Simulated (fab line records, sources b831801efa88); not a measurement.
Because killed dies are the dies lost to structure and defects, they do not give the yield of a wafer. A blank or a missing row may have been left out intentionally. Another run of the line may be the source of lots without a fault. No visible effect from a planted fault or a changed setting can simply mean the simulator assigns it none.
fab line records + flow sky130
[record]
- lots = 7
- wafers = 21
- lastDay = 52
route steps=708 shown VT_ADJUST_LVTN@116 VT_ADJUST_NCORE@119 PAD_OPEN@708
lots that met no fault: from a run of the same line without faults
startH: hours from the record's opening day to when the first of the lot's shown wafers began + waitH: hours since the lot's step before + " identical to the entry in the row above + L1.1+2: one row covering several wafers at once + - no value, or no start was given + * or withheld: withheld + < > ~ a bound
route shown NAME@n: names a module that has steps shown in the file, with the first one's number in the route + usual: mean/standard deviation of fault-free wafers + same: alike in all rows + chamber/n: place in a boat + sites: per-site readings + _std_site: how widely they spread, as a standard deviation + _edge_site: inner sites' mean taken away from outer sites' mean + radiusMm: for every site, how far away it sits from the centre of the wafer + mask NAME#n: copy n + behind: tool/chamber where the wafer was last shaped + hold: cause of the lot's hold/its duration in hours/its outcome + device: transistor that didn't switch, given as n, p or np + end of line: the route-end tests of the same wafers + step lacking rows: just its recipe + killed: at the first sort, the dies lost to defects and structure; wafer yield is something else + map: the dies of a wafer, with x for killed, . for not killed, _ for no die there
set.NAME: setting as actually run; set.NAME@STEP: the setting as run at that earlier step + model.NAME: the simulator's own value behind a step, which no gauge read
certain route steps with their lots: each step a table, each wafer a row
services: a tool's chamber out of use, with start hour (startH, from the record's first day; less than 0 if before it), hours out, and reason
[[steps]]
[step SKY_VT_ADJUST_LVTN_IMPLANT_19]
[recipe]
- species = B
- energyKev = 30
- doseCm2 = 6.5e+11
- tiltDeg = withheld
[step SKY_VT_ADJUST_LVTN_STRIP_20]
[recipe]
- chemistry = O2/N2
- powerW = 1400
- pressureMtorr = 1500
- platenTempC = withheld
- o2FlowSccm = 3000
- n2FlowSccm = 300
- overashFraction = 0.5
[usual]
- drypumpMotorCurrentA = 5.7/0.32
- oesProductAu = 0.716/0.0044
- stripTimeToEndpointS = 14.19/0.042
| lot.wafer | tool           | chamber | startH | waitH | drypumpMotorCurrentA | oesProductAu | rfHoursCounterH | stripTimeToEndpointS |
|-----------|----------------|---------|--------|-------|----------------------|--------------|-----------------|----------------------|
| L972.2    | plasmaAsher-04 | 1       | 161.95 | 0.1   | 5.9                  | 0.711        | 50              | 14.20                |
| L972.5    | "              | 0       | "      | "     | 5.5                  | 0.719        | -               | 14.22                |
| L972.6    | "              | 1       | "      | "     | 5.9                  | 0.717        | -               | 14.16                |
| L974.2    | plasmaAsher-04 | 1       | 171.12 | 0.1   | 5.9                  | 0.712        | 50              | 14.24                |
| L974.3    | "              | 1       | "      | "     | 5.9                  | 0.713        | -               | 14.19                |
| L974.6    | "              | 1       | "      | "     | 5.9                  | 0.716        | -               | 14.16                |
| L983.2    | plasmaAsher-01 | 1       | 207.55 | 0.1   | 6.1                  | 0.707        | 8               | 14.18                |
| L983.3    | "              | 0       | "      | "     | 5.2                  | 0.717        | -               | 14.22                |
| L983.5    | "              | 0       | "      | "     | 5.2                  | 0.713        | -               | 14.21                |
| L984.3    | plasmaAsher-04 | 0       | 213.53 | 0.1   | 5.6                  | 0.717        | -               | 14.14                |
| L984.4    | "              | 1       | "      | "     | 5.9                  | 0.712        | -               | 14.12                |
| L984.6    | "              | 1       | "      | "     | 5.9                  | 0.712        | -               | 14.10                |
| L985.2    | plasmaAsher-01 | 1       | 218.43 | 0.1   | 6.0                  | 0.715        | 10              | 14.17                |
| L985.3    | "              | 0       | "      | "     | 5.2                  | 0.709        | -               | 14.16                |
| L985.4    | "              | 1       | "      | "     | 6.0                  | 0.712        | -               | 14.16                |
| L986.2    | plasmaAsher-04 | 1       | 222.68 | 0.1   | 5.9                  | 0.714        | 55              | 14.18                |
| L986.4    | "              | 0       | "      | "     | 5.6                  | 0.718        | -               | 14.18                |
| L986.5    | "              | 0       | "      | "     | 5.5                  | 0.719        | -               | 14.19                |
| L989.1    | plasmaAsher-01 | 0       | 399.42 | 0.1   | 5.3                  | 0.715        | 27              | 14.23                |
| L989.5    | "              | 1       | "      | "     | 6.1                  | 0.716        | -               | 14.24                |
| L989.6    | "              | 0       | "      | "     | 5.2                  | 0.714        | -               | 14.21                |
[step SKY_VT_ADJUST_LVTN_TW_MEAS_21]
[usual]
- VT_ADJUST_LVTN_2_TW = 187.8/2
| lot.wafer | tool         | chamber | startH | waitH | VT_ADJUST_LVTN_2_TW |
|-----------|--------------|---------|--------|-------|---------------------|
| L972.2    | filmMetro-03 | -       | 162.06 | 0.1   | 190.2               |
| L972.5    | "            | -       | "      | "     | 191.1               |
| L972.6    | "            | -       | "      | "     | 189.7               |
| L974.2    | filmMetro-04 | -       | 171.23 | 0.1   | 189.7               |
| L974.3    | "            | -       | "      | "     | 188.9               |
| L974.6    | "            | -       | "      | "     | 189.5               |
| L983.2    | filmMetro-02 | -       | 207.66 | 0.1   | 187.0               |
| L983.3    | "            | -       | "      | "     | 187.4               |
| L983.5    | "            | -       | "      | "     | 187.3               |
| L984.3    | filmMetro-03 | -       | 213.61 | 0.1   | 190.7               |
| L984.4    | "            | -       | "      | "     | 189.8               |
| L984.6    | "            | -       | "      | "     | 190.5               |
| L985.2    | filmMetro-03 | -       | 218.54 | 0.1   | 188.7               |
| L985.3    | "            | -       | "      | "     | 189.1               |
| L985.4    | "            | -       | "      | "     | 187.6               |
| L986.2    | filmMetro-02 | -       | 222.79 | 0.1   | 185.4               |
| L986.4    | "            | -       | "      | "     | 185.9               |
| L986.5    | "            | -       | "      | "     | 184.6               |
| L989.1    | filmMetro-04 | -       | 399.52 | 0.1   | 184.5               |
| L989.5    | "            | -       | "      | "     | 184.8               |
| L989.6    | "            | -       | "      | "     | 185.0               |
[step SKY_VT_ADJUST_NCORE_DEHYDRATE_00]
[recipe]
- tempC = 200
- timeS = 60
[step SKY_VT_ADJUST_NCORE_HMDS_01]
[recipe]
- primeTimeS = 60
- primeTempC = 120
[step SKY_VT_ADJUST_NCORE_COAT_02]
[recipe]
- resist = NOVOLAK
- spinRpm = 3000
- resistThkNm = 1140
[step SKY_VT_ADJUST_NCORE_SOFTBAKE_03]
[recipe]
- tempC = 90
- timeS = 60
- resist = NOVOLAK
[step SKY_VT_ADJUST_NCORE_EXPOSE_04]
[recipe]
- maskId = LVTN_COMPLEMENT_THIN
- na = 0.6
- sourceShape = conventional
- sigmaOuter = 0.6
- polarization = unpolarized
- targetCdNm = 380
- doseMj = 139
[step SKY_VT_ADJUST_NCORE_PEB_05]
[recipe]
- tempC = withheld
- timeS = *
- resist = NOVOLAK
[step SKY_VT_ADJUST_NCORE_DEVELOP_06]
[recipe]
- resist = NOVOLAK
- developer = TMAH
- developTimeS = 60
- devTempC = 23
[step SKY_VT_ADJUST_NCORE_CD_MEAS_07]
[recipe]
- targetCdNm = 380
[usual]
- cdNm = 381.0/2.2
| lot.wafer | tool     | chamber | startH | waitH | cdNm  |
|-----------|----------|---------|--------|-------|-------|
| L972.2    | cdSem-02 | -       | 173.83 | 0.1   | 381.1 |
| L972.5    | "        | -       | "      | "     | 378.8 |
| L972.6    | "        | -       | "      | "     | 380.2 |
| L974.2    | cdSem-01 | -       | 181.53 | 0.1   | 383.4 |
| L974.3    | "        | -       | "      | "     | 381.1 |
| L974.6    | "        | -       | "      | "     | 381.4 |
| L983.2    | cdSem-01 | -       | 224.21 | 0.1   | 380.9 |
| L983.3    | "        | -       | "      | "     | 379.0 |
| L983.5    | "        | -       | "      | "     | 380.0 |
| L984.3    | cdSem-02 | -       | 228.75 | 0.1   | 379.9 |
| L984.4    | "        | -       | "      | "     | 380.9 |
| L984.6    | "        | -       | "      | "     | 380.0 |
| L985.2    | cdSem-01 | -       | 234.53 | 0.1   | 381.6 |
| L985.3    | "        | -       | "      | "     | 381.8 |
| L985.4    | "        | -       | "      | "     | 382.0 |
| L986.2    | cdSem-01 | -       | 237.06 | 0.1   | 385.0 |
| L986.4    | "        | -       | "      | "     | 385.7 |
| L986.5    | "        | -       | "      | "     | 384.3 |
| L989.1    | cdSem-02 | -       | 428.64 | 0.1   | 383.1 |
| L989.5    | "        | -       | "      | "     | 386.9 |
| L989.6    | "        | -       | "      | "     | 384.1 |
[step SKY_VT_ADJUST_NCORE_OVL_MEAS_08]
[usual]
- VT_ADJUST_NCORE_OVL = -0.1/1.5
| lot.wafer | tool       | chamber | startH | waitH | VT_ADJUST_NCORE_OVL[nm] |
|-----------|------------|---------|--------|-------|-------------------------|
| L972.2    | overlay-02 | -       | 173.93 | 0.1   | -0.5                    |
| L972.5    | "          | -       | "      | "     | -1.9                    |
| L972.6    | "          | -       | "      | "     | -0.2                    |
| L974.2    | overlay-01 | -       | 181.63 | 0.1   | 0.9                     |
| L974.3    | "          | -       | "      | "     | 0.3                     |
| L974.6    | "          | -       | "      | "     | 0.9                     |
| L983.2    | overlay-02 | -       | 224.35 | 0.1   | -2.6                    |
| L983.3    | "          | -       | "      | "     | -1.6                    |
| L983.5    | "          | -       | "      | "     | -0.8                    |
| L984.3    | overlay-02 | -       | 228.84 | 0.1   | -0.5                    |
| L984.4    | "          | -       | "      | "     | -1.5                    |
| L984.6    | "          | -       | "      | "     | 0.5                     |
| L985.2    | overlay-02 | -       | 234.63 | 0.1   | -0.5                    |
| L985.3    | "          | -       | "      | "     | -1.1                    |
| L985.4    | "          | -       | "      | "     | -1.5                    |
| L986.2    | overlay-01 | -       | 237.16 | 0.1   | -1.9                    |
| L986.4    | "          | -       | "      | "     | -0.2                    |
| L986.5    | "          | -       | "      | "     | -0.9                    |
| L989.1    | overlay-02 | -       | 428.76 | 0.1   | 0.8                     |
| L989.5    | "          | -       | "      | "     | -0.5                    |
| L989.6    | "          | -       | "      | "     | 0.3                     |
[step SKY_VT_ADJUST_NCORE_IMPLANT_09]
[recipe]
- species = B
- energyKev = 10
- doseCm2 = 2.4e+12
- tiltDeg = withheld
[usual]
- beamEnergyKeV = 10.000/0.0028
- doseIonsCm2 = 2.4004e+12/2.6e+09
- faradayCurrentUA = 13.52/0.3
| lot.wafer | tool         | chamber | startH | waitH | beamEnergyKeV | doseIonsCm2 | faradayCurrentUA |
|-----------|--------------|---------|--------|-------|---------------|-------------|------------------|
| L972.2    | implanter-03 | 0       | 173.99 | 0.0   | 9.9963        | 2.4025e+12  | 13.31            |
| L972.5    | "            | 0       | "      | "     | 9.9995        | 2.402e+12   | 13.87            |
| L972.6    | "            | 0       | "      | "     | 10.003        | 2.4031e+12  | 13.79            |
| L974.2    | implanter-01 | 0       | 181.69 | 0.0   | 10.006        | 2.3991e+12  | 13.77            |
| L974.3    | "            | 0       | "      | "     | 9.9977        | 2.4024e+12  | 13.44            |
| L974.6    | "            | 0       | "      | "     | 9.9978        | 2.3987e+12  | 13.50            |
| L983.2    | implanter-01 | 0       | 224.40 | 0.0   | 10.002        | 2.5629e+12  | 14.13            |
| L983.3    | "            | 0       | "      | "     | 10.005        | 2.557e+12   | 14.13            |
| L983.5    | "            | 0       | "      | "     | 10.006        | 2.5636e+12  | 14.34            |
| L984.3    | implanter-04 | 0       | 228.91 | 0.1   | 10.002        | 2.4038e+12  | 13.95            |
| L984.4    | "            | 0       | "      | "     | 10.002        | 2.404e+12   | 13.01            |
| L984.6    | "            | 0       | "      | "     | 10.003        | 2.4025e+12  | 13.53            |
| L985.2    | implanter-01 | 0       | 234.69 | 0.0   | 9.9988        | 2.5602e+12  | 14.81            |
| L985.3    | "            | 0       | "      | "     | 10.000        | 2.5608e+12  | 14.35            |
| L985.4    | "            | 0       | "      | "     | 10.003        | 2.5589e+12  | 14.30            |
| L986.2    | implanter-01 | 0       | 237.22 | 0.0   | 10.005        | 2.5615e+12  | 14.06            |
| L986.4    | "            | 0       | "      | "     | 10.000        | 2.5651e+12  | 14.86            |
| L986.5    | "            | 0       | "      | "     | 10.000        | 2.5657e+12  | 14.00            |
| L989.1    | implanter-03 | 0       | 428.79 | 0.0   | 9.9970        | 2.4022e+12  | 13.76            |
| L989.5    | "            | 0       | "      | "     | 9.9994        | 2.4028e+12  | 13.93            |
| L989.6    | "            | 0       | "      | "     | 10.001        | 2.403e+12   | 14.08            |
[step SKY_VT_ADJUST_NCORE_STRIP_10]
[recipe]
- chemistry = O2/N2
- powerW = 1400
- pressureMtorr = 1500
- platenTempC = withheld
- o2FlowSccm = 3000
- n2FlowSccm = 300
- overashFraction = 0.5
[usual]
- drypumpMotorCurrentA = 5.86/0.3
- oesProductAu = 0.716/0.0048
- stripTimeToEndpointS = 14.20/0.036
| lot.wafer | tool           | chamber | startH | waitH | drypumpMotorCurrentA | oesProductAu | rfHoursCounterH | stripTimeToEndpointS |
|-----------|----------------|---------|--------|-------|----------------------|--------------|-----------------|----------------------|
| L972.2    | plasmaAsher-03 | 1       | 174.11 | 0.1   | 6.17                 | 0.704        | 34              | 14.21                |
| L972.5    | "              | 0       | "      | "     | 5.85                 | 0.714        | -               | 14.22                |
| L972.6    | "              | 1       | "      | "     | 6.17                 | 0.718        | -               | 14.23                |
| L974.2    | plasmaAsher-03 | 1       | 181.81 | 0.1   | 6.16                 | 0.712        | 34              | 14.25                |
| L974.3    | "              | 0       | "      | "     | 5.83                 | 0.719        | -               | 14.25                |
| L974.6    | "              | 1       | "      | "     | 6.17                 | 0.709        | -               | 14.25                |
| L983.2    | plasmaAsher-02 | 0       | 224.53 | 0.1   | 5.97                 | 0.714        | 53              | 14.23                |
| L983.3    | "              | 1       | "      | "     | 5.94                 | 0.723        | -               | 14.20                |
| L983.5    | "              | 1       | "      | "     | 5.98                 | 0.721        | -               | 14.23                |
| L984.3    | plasmaAsher-01 | 1       | 229.05 | 0.1   | 6.04                 | 0.719        | -               | 14.20                |
| L984.4    | "              | 0       | "      | "     | 5.21                 | 0.712        | -               | 14.16                |
| L984.6    | "              | 1       | "      | "     | 5.99                 | 0.715        | -               | 14.18                |
| L985.2    | plasmaAsher-02 | 0       | 234.81 | 0.1   | 5.98                 | 0.715        | 54              | 14.26                |
| L985.3    | "              | 1       | "      | "     | 6.00                 | 0.713        | -               | 14.18                |
| L985.4    | "              | 0       | "      | "     | 5.94                 | 0.720        | -               | 14.23                |
| L986.2    | plasmaAsher-02 | 0       | 237.34 | 0.1   | 5.99                 | 0.711        | 54              | 14.21                |
| L986.4    | "              | 1       | "      | "     | 5.97                 | 0.716        | -               | 14.25                |
| L986.5    | "              | 0       | "      | "     | 5.97                 | 0.710        | -               | 14.26                |
| L989.1    | plasmaAsher-01 | 1       | 428.94 | 0.1   | 6.05                 | 0.716        | 30              | 14.15                |
| L989.5    | "              | 0       | "      | "     | 5.21                 | 0.716        | -               | 14.14                |
| L989.6    | "              | 1       | "      | "     | 6.05                 | 0.721        | -               | 14.17                |
[step SKY_PAD_OPEN_PROBE_99]
[usual]
- killed_at_M0_to_M3 = 43/7
- killed_at_M4_up = 2.7/1.6
- killedAtContacts = 24/5.3
- killedAtFrontEnd = 16/4.6
- killedAtOther = 0.3/0.53
- killedDies = 86/9.3
- killedOpen = 47/6.9
- killedShort = 38/6.1
[same]
- grossDies = 492
- killedAtBackSide = 0
| lot.wafer | tool      | chamber | startH  | waitH | killed_at_M0_to_M3 | killed_at_M4_up | killedAtContacts | killedAtFrontEnd | killedAtOther | killedDies | killedOpen | killedShort | model.etest.nfet_16v.rOnOhmUm | model.etest.pfetG5v0d10v5.rOnOhmUm | model.etest.pfetG5v0d10v5.driveUaUm | model.etest.pfet_16v.driveUaUm | model.etest.pfetG5v0d10v5.offLog10AUm | model.etest.pfetG5v0d10v5.vtSatV | model.etest.pfet_16v.vtV | model.etest.pfetG5v0d10v5.vtV |
|-----------|-----------|---------|---------|-------|--------------------|-----------------|------------------|------------------|---------------|------------|------------|-------------|-------------------------------|------------------------------------|-------------------------------------|--------------------------------|---------------------------------------|----------------------------------|--------------------------|-------------------------------|
| L972.2    | prober-02 | -       | 1042.97 | 0.1   | 42                 | 3               | 26               | 19               | 1             | 91         | 53         | 38          | 1.443e+04                     | 4723                               | 343.8                               | 241.6                          | -12.15                                | -0.5911                          | -1.076                   | -0.7949                       |
| L972.5    | prober-02 | -       | 1043.12 | 0.2   | 43                 | 3               | 28               | 11               | 1             | 86         | 45         | 41          | 1.43e+04                      | 4808                               | 334.2                               | 248                            | -12.45                                | -0.6287                          | -1.083                   | -0.8255                       |
| L972.6    | prober-02 | -       | 1043.17 | 0.2   | 42                 | 3               | 17               | 17               | 2             | 81         | 39         | 41          | 1.44e+04                      | 4698                               | 343.8                               | 246.1                          | -12.41                                | -0.6124                          | -1.081                   | -0.8105                       |
| L974.2    | prober-01 | -       | 1061.04 | 0.1   | 36                 | 1               | 21               | 16               | 1             | 75         | 32         | 43          | 1.447e+04                     | 4784                               | 342.2                               | 244.6                          | -12.38                                | -0.6049                          | -1.084                   | -0.8134                       |
| L974.3    | prober-01 | -       | 1061.09 | 0.2   | 37                 | 4               | 23               | 11               | 1             | 76         | 40         | 36          | 1.444e+04                     | 4742                               | 340.4                               | 246.8                          | -12.08                                | -0.5906                          | -1.083                   | -0.7973                       |
| L974.6    | prober-01 | -       | 1061.24 | 0.2   | 44                 | 4               | 15               | 13               | 0             | 76         | 39         | 37          | 1.428e+04                     | 4723                               | 346.4                               | 252.1                          | -12.15                                | -0.5867                          | -1.061                   | -0.7949                       |
| L983.2    | prober-01 | -       | 1098.96 | 0.1   | 41                 | 4               | 25               | 9                | 0             | 79         | 46         | 33          | 1.444e+04                     | 4756                               | 344.9                               | 251.1                          | -11.65                                | -0.549                           | -1.018                   | -0.7641                       |
| L983.3    | prober-01 | -       | 1099.01 | 0.2   | 52                 | 3               | 23               | 10               | 0             | 88         | 45         | 43          | 1.446e+04                     | 4670                               | 348.3                               | 252.3                          | -11.67                                | -0.5526                          | -1.024                   | -0.77                         |
| L983.5    | prober-01 | -       | 1099.11 | 0.2   | 43                 | 1               | 29               | 11               | 0             | 84         | 49         | 35          | 1.434e+04                     | 4633                               | 350.4                               | 250.3                          | -11.61                                | -0.5328                          | -1.012                   | -0.7491                       |
| L984.3    | prober-02 | -       | 1103.96 | 0.2   | 48                 | 2               | 28               | 16               | 0             | 94         | 58         | 36          | 1.42e+04                      | 4688                               | 346.5                               | 247.1                          | -12.09                                | -0.5842                          | -1.081                   | -0.7958                       |
| L984.4    | prober-02 | -       | 1104.01 | 0.2   | 40                 | 2               | 26               | 16               | 0             | 84         | 45         | 39          | 1.431e+04                     | 4733                               | 344.2                               | 244                            | -12.26                                | -0.6209                          | -1.09                    | -0.8353                       |
| L984.6    | prober-02 | -       | 1104.11 | 0.2   | 37                 | 3               | 27               | 17               | 0             | 84         | 46         | 38          | 1.429e+04                     | 4723                               | 346.7                               | 245.5                          | -11.78                                | -0.5775                          | -1.083                   | -0.7913                       |
| L985.2    | prober-01 | -       | 1113.51 | 0.1   | 40                 | 5               | 26               | 17               | 0             | 88         | 52         | 36          | 1.466e+04                     | 4697                               | 348.7                               | 250.6                          | -11.53                                | -0.52                            | -1.002                   | -0.7399                       |
| L985.3    | prober-01 | -       | 1113.56 | 0.2   | 38                 | 2               | 15               | 19               | 0             | 74         | 44         | 29          | 1.454e+04                     | 4585                               | 355.2                               | 249.9                          | -11.57                                | -0.5455                          | -1.003                   | -0.764                        |
| L985.4    | prober-01 | -       | 1113.61 | 0.2   | 42                 | 6               | 11               | 20               | 0             | 79         | 44         | 34          | 1.459e+04                     | 4662                               | 348.7                               | 250.8                          | -11.41                                | -0.5386                          | -1.018                   | -0.7579                       |
| L986.2    | prober-02 | -       | 1116.76 | 0.1   | 51                 | 3               | 26               | 17               | 0             | 97         | 57         | 39          | 1.441e+04                     | 4595                               | 357.8                               | 251.7                          | -11.3                                 | -0.5172                          | -1.014                   | -0.7464                       |
| L986.4    | prober-02 | -       | 1116.86 | 0.2   | 54                 | 3               | 21               | 18               | 0             | 96         | 45         | 51          | 1.436e+04                     | 4570                               | 356                                 | 253.1                          | -11.16                                | -0.5311                          | -1.014                   | -0.7559                       |
| L986.5    | prober-02 | -       | 1116.91 | 0.2   | 36                 | 1               | 32               | 20               | 0             | 89         | 55         | 34          | 1.444e+04                     | 4699                               | 345                                 | 249.8                          | -11.62                                | -0.5507                          | -1.009                   | -0.7764                       |
| L989.1    | prober-01 | -       | 1239.01 | 0.1   | 48                 | 5               | 21               | 17               | 1             | 92         | 50         | 40          | 1.402e+04                     | 4702                               | 341.9                               | 252.2                          | -12.56                                | -0.6377                          | -1.092                   | -0.8416                       |
| L989.5    | prober-01 | -       | 1239.21 | 0.2   | 38                 | 3               | 19               | 27               | 1             | 88         | 51         | 37          | 1.425e+04                     | 4728                               | 339.6                               | 246.9                          | -12.49                                | -0.6176                          | -1.095                   | -0.8204                       |
| L989.6    | prober-01 | -       | 1239.26 | 0.2   | 54                 | 0               | 15               | 15               | 1             | 85         | 46         | 37          | 1.407e+04                     | 4757                               | 346.1                               | 251.6                          | -12.45                                | -0.6213                          | -1.084                   | -0.8263                       |
// killed by level:class
L972.2 LI_CONTACT:geometricParticle:open=10 VIA1:geometricParticle:open=8 CONTACT:geometricParticle:open=7 METAL2:geometricParticle:short=7 VIA3:geometricParticle:open=7 LOCAL_INTERCONNECT:geometricParticle:short=6 VIA2:geometricParticle:open=6 FIELD_ISO:geometricParticle:open=5
L972.5 VIA1:geometricParticle:open=12 CONTACT:geometricParticle:short=10 VIA1:geometricParticle:short=8 CONTACT:geometricParticle:open=7 LI_CONTACT:geometricParticle:open=6 VIA3:geometricParticle:open=6 METAL1:geometricParticle:short=5 METAL2:geometricParticle:short=5
L972.6 VIA1:geometricParticle:open=9 VIA1:geometricParticle:short=8 VIA3:geometricParticle:open=7 POLY_GATE:geometricParticle:short=6 CONTACT:geometricParticle:open=6 METAL2:geometricParticle:short=5 FIELD_ISO:geometricParticle:open=4 LI_CONTACT:geometricParticle:open=4
L974.2 VIA1:geometricParticle:open=9 METAL1:geometricParticle:short=6 POLY_GATE:geometricParticle:short=6 CONTACT:geometricParticle:open=6 FIELD_ISO:geometricParticle:short=5 CONTACT:geometricParticle:short=5 VIA1:geometricParticle:short=5 LOCAL_INTERCONNECT:geometricParticle:short=4
L974.3 VIA1:geometricParticle:open=10 LOCAL_INTERCONNECT:geometricParticle:short=7 FIELD_ISO:geometricParticle:open=6 VIA3:geometricParticle:open=5 CONTACT:geometricParticle:open=5 LI_CONTACT:geometricParticle:open=4 CONTACT:geometricParticle:short=4 VIA1:geometricParticle:short=4
L974.6 CONTACT:geometricParticle:open=10 METAL1:geometricParticle:short=9 VIA1:geometricParticle:short=8 VIA1:geometricParticle:open=7 VIA3:geometricParticle:open=7 VIA2:geometricParticle:open=4 FIELD_ISO:geometricParticle:open=3 VIA2:geometricParticle:short=3
L983.2 VIA1:geometricParticle:open=10 LI_CONTACT:geometricParticle:open=9 CONTACT:geometricParticle:open=8 METAL1:geometricParticle:short=6 VIA3:geometricParticle:open=6 VIA2:geometricParticle:open=5 LOCAL_INTERCONNECT:geometricParticle:short=4 VIA3:geometricParticle:short=4
L983.3 VIA1:geometricParticle:open=12 CONTACT:geometricParticle:open=7 LI_CONTACT:geometricParticle:open=6 VIA1:geometricParticle:short=6 VIA2:geometricParticle:open=6 VIA3:geometricParticle:open=6 METAL2:geometricParticle:short=5 CONTACT:geometricParticle:short=4
L983.5 VIA1:geometricParticle:open=14 LI_CONTACT:geometricParticle:open=9 CONTACT:geometricParticle:open=9 METAL1:geometricParticle:short=6 CONTACT:geometricParticle:short=5 VIA1:geometricParticle:short=5 FIELD_ISO:geometricParticle:short=4 LOCAL_INTERCONNECT:geometricParticle:short=4
L984.3 VIA3:geometricParticle:open=14 VIA1:geometricParticle:open=12 CONTACT:geometricParticle:open=11 LI_CONTACT:geometricParticle:open=8 VIA2:geometricParticle:open=6 POLY_GATE:geometricParticle:short=5 METAL2:geometricParticle:short=5 POLY_GATE:geometricParticle:open=4
L984.4 CONTACT:geometricParticle:open=10 CONTACT:geometricParticle:short=9 METAL1:geometricParticle:short=8 VIA1:geometricParticle:short=7 VIA1:geometricParticle:open=7 FIELD_ISO:geometricParticle:open=6 VIA3:geometricParticle:open=5 LI_CONTACT:geometricParticle:open=4
L984.6 LI_CONTACT:geometricParticle:open=11 CONTACT:geometricParticle:open=11 VIA3:geometricParticle:open=7 FIELD_ISO:geometricParticle:short=5 VIA2:geometricParticle:open=5 POLY_GATE:geometricParticle:short=5 METAL3:geometricParticle:short=5 METAL1:geometricParticle:short=4
L985.2 CONTACT:geometricParticle:open=10 VIA1:geometricParticle:open=9 FIELD_ISO:geometricParticle:open=8 VIA3:geometricParticle:open=7 LI_CONTACT:geometricParticle:open=6 CONTACT:geometricParticle:short=6 VIA2:geometricParticle:open=6 METAL2:geometricParticle:short=6
L985.3 LI_CONTACT:geometricParticle:open=7 VIA1:geometricParticle:open=7 VIA2:geometricParticle:open=7 FIELD_ISO:geometricParticle:open=6 METAL2:geometricParticle:short=6 POLY_GATE:geometricParticle:open=5 VIA1:geometricParticle:short=5 VIA3:geometricParticle:open=5
L985.4 VIA1:geometricParticle:open=17 VIA2:geometricParticle:open=7 METAL2:geometricParticle:short=6 FIELD_ISO:geometricParticle:open=4 FIELD_ISO:geometricParticle:short=4 VIA3:geometricParticle:open=4 CONTACT:geometricParticle:open=4 VIA1:geometricParticle:short=4
L986.2 VIA1:geometricParticle:open=15 CONTACT:geometricParticle:open=13 VIA2:geometricParticle:open=8 LI_CONTACT:geometricParticle:open=6 METAL1:geometricParticle:short=6 VIA1:geometricParticle:short=6 FIELD_ISO:geometricParticle:short=4 POLY_GATE:geometricParticle:open=4
L986.4 VIA1:geometricParticle:short=12 VIA1:geometricParticle:open=10 VIA2:geometricParticle:open=10 FIELD_ISO:geometricParticle:short=8 LOCAL_INTERCONNECT:geometricParticle:short=5 VIA3:geometricParticle:open=5 LI_CONTACT:geometricParticle:open=4 CONTACT:geometricParticle:short=4
L986.5 CONTACT:geometricParticle:open=13 VIA1:geometricParticle:open=13 LI_CONTACT:geometricParticle:open=10 POLY_GATE:geometricParticle:short=5 LOCAL_INTERCONNECT:geometricParticle:short=5 POLY_GATE:geometricParticle:open=4 VIA2:geometricParticle:open=4 METAL1:geometricParticle:short=3
L989.1 VIA1:geometricParticle:open=11 VIA1:geometricParticle:short=9 FIELD_ISO:geometricParticle:open=8 LI_CONTACT:geometricParticle:open=8 VIA2:geometricParticle:open=8 METAL1:geometricParticle:short=5 CONTACT:geometricParticle:short=5 VIA3:geometricParticle:open=5
L989.5 VIA1:geometricParticle:open=11 CONTACT:geometricParticle:open=10 METAL1:geometricParticle:short=9 VIA2:geometricParticle:open=8 FIELD_ISO:geometricParticle:short=6 POLY_GATE:geometricParticle:open=6 FIELD_ISO:geometricParticle:open=5 POLY_GATE:geometricParticle:short=5
L989.6 VIA2:geometricParticle:open=10 VIA3:geometricParticle:open=10 METAL2:geometricParticle:short=8 CONTACT:geometricParticle:open=7 VIA2:geometricParticle:short=6 METAL1:geometricParticle:short=5 VIA1:geometricParticle:open=5 FIELD_ISO:geometricParticle:open=4
[[services]]
| tool           | chamber | startH | hours | kind      |
|----------------|---------|--------|-------|-----------|
| plasmaAsher-01 | -       | 192.31 | 1.9   | repair    |
| plasmaAsher-04 | -       | 228.94 | 2.8   | pm        |
| implanter-03   | -       | 240.34 | 2.8   | repair    |
| implanter-01   | -       | 251.56 | 28.1  | repair    |
| implanter-04   | -       | 271.72 | 43.5  | repair    |
| plasmaAsher-03 | -       | 277.60 | 1.3   | repair    |
| implanter-01   | -       | 284.88 | 5.4   | pm        |
| plasmaAsher-01 | -       | 289.19 | 3.2   | repair    |
| plasmaAsher-02 | -       | 297.63 | 0.9   | repair    |
| plasmaAsher-01 | -       | 309.74 | 2.8   | pm        |
| implanter-04   | -       | 319.39 | 18.0  | pm        |
| plasmaAsher-01 | -       | 325.94 | 1.8   | repair    |
| plasmaAsher-02 | -       | 337.01 | 1.3   | repair    |
| implanter-03   | -       | 341.01 | 4.6   | pm        |
| implanter-04   | -       | 350.41 | 1.7   | repair    |
| plasmaAsher-02 | -       | 352.14 | 0.8   | repair    |
| plasmaAsher-03 | -       | 390.26 | 0.9   | repair    |
| plasmaAsher-03 | -       | 397.59 | 0.5   | repair    |
| plasmaAsher-01 | -       | 397.89 | 1.1   | repair    |
| implanter-03   | -       | 414.34 | 2.0   | repair    |
| implanter-03   | -       | 418.86 | 4.0   | pm        |
| plasmaAsher-02 | -       | 421.25 | 9.0   | pm        |
| plasmaAsher-02 | 0       | 421.25 | 9.0   | ventCycle |
| implanter-04   | -       | 427.77 | 4.9   | pm        |
[[key]]
[firstSign]
- step = SKY_VT_ADJUST_NCORE_IMPLANT_09
- reading = doseIonsCm2
- direction = up
- sigmas = 62
- usual = *
- struck = *
[effect]
- step = SKY_VT_ADJUST_NCORE_IMPLANT_09
- reading = faradayCurrentUA
- direction = up
- sigmas = 2.7
- usual = 13.52
- struck = 14.33
[modelEffect]
- step = SKY_PAD_OPEN_PROBE_99
- value = etest.nfet_16v.rOnOhmUm
- without = 1.416e+04
- struck = 1.447e+04
metAt SKY_VT_ADJUST_NCORE_IMPLANT_09
struckWafers L983.2,L983.3,L983.5,L985.2,L985.3,L985.4,L986.2,L986.4,L986.5
testerLeftOut L983,L985,L986
onsetBetween 181.69 224.40
[fault]
- kind = processParameterDrift
- tool = implanter-01
- chamber = -
- onsetH = 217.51
- steps = SKY_VT_ADJUST_NCORE_IMPLANT_09
- channel = doseCm2
- offset = *
- shape = step
- endH = 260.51
- actsIn = *
- stated = *
// testerLeftOut: of these lots the tester's yield and bins aren't shown, on N5 and GAA mostly nor the transistor test; their killed dies are dies lost to structure and defects alone, not to doping, threshold or leakage, so they don't give the yield
